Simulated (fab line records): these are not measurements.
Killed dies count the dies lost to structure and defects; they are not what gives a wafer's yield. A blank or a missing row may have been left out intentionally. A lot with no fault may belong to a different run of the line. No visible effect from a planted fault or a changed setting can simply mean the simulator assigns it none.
Matching of chambers	flow gf180mcu	GF_V3_CVD_00 on hdpcvd-02 has 3 sister chambers
The step deposits SiO2, target thk 600 nm, time 100 s. 6 wafers are shown with their chamber, then 7 later ones without.

## WAFERS PAIRED WITH THEIR CHAMBERS
wafer	chamber	sih4-flow-sccm (sccm)
L580.3	0	59.69
L580.5	2	60.22
L580.6	1	59.63
L583.3	1	60.22
L583.4	0	60.00
L583.6	2	60.12

## WAFERS WHOSE CHAMBER IS MISSING
wafer	sih4-flow-sccm (sccm)
L588.3	59.97
L588.4	60.13
L588.5	60.15
L590.3	59.87
L590.5	59.75
L592.2	59.89
L592.3	59.88

## THE CHAMBER EACH PASSED THROUGH
wafer	from the rows above	in truth
L588.3	can't be placed: 1 or 0 or 2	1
L588.4	can't be placed: 2 or 1 or 0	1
L588.5	can't be placed: 2 or 1 or 0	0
L590.3	can't be placed: 0 or 1 or 2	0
L590.5	can't be placed: 0 or 1 or 2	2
L592.2	can't be placed: 1 or 0 or 2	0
L592.3	can't be placed: 0 or 1 or 2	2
Correctly placed: 0 of 7. These rows do not allow placing 7 (true chamber among the candidates in 7). Wrongly placed: 0.
How it was worked out, from the rows above alone: a wafer's distance from a chamber is the root of the sum, over the readings, of the square of ((its reading less the chamber's mean) divided by the reading's scatter). If the next closest chamber is less than 2 further off than the closest, the wafer can't be placed; otherwise it belongs to the closest. For every chamber, the mean is computed from those of its wafers that are shown. The scatter is the square root of a quotient: the sum, over the shown wafers, of each reading's squared deviation from its chamber's mean, divided by wafers minus chambers.
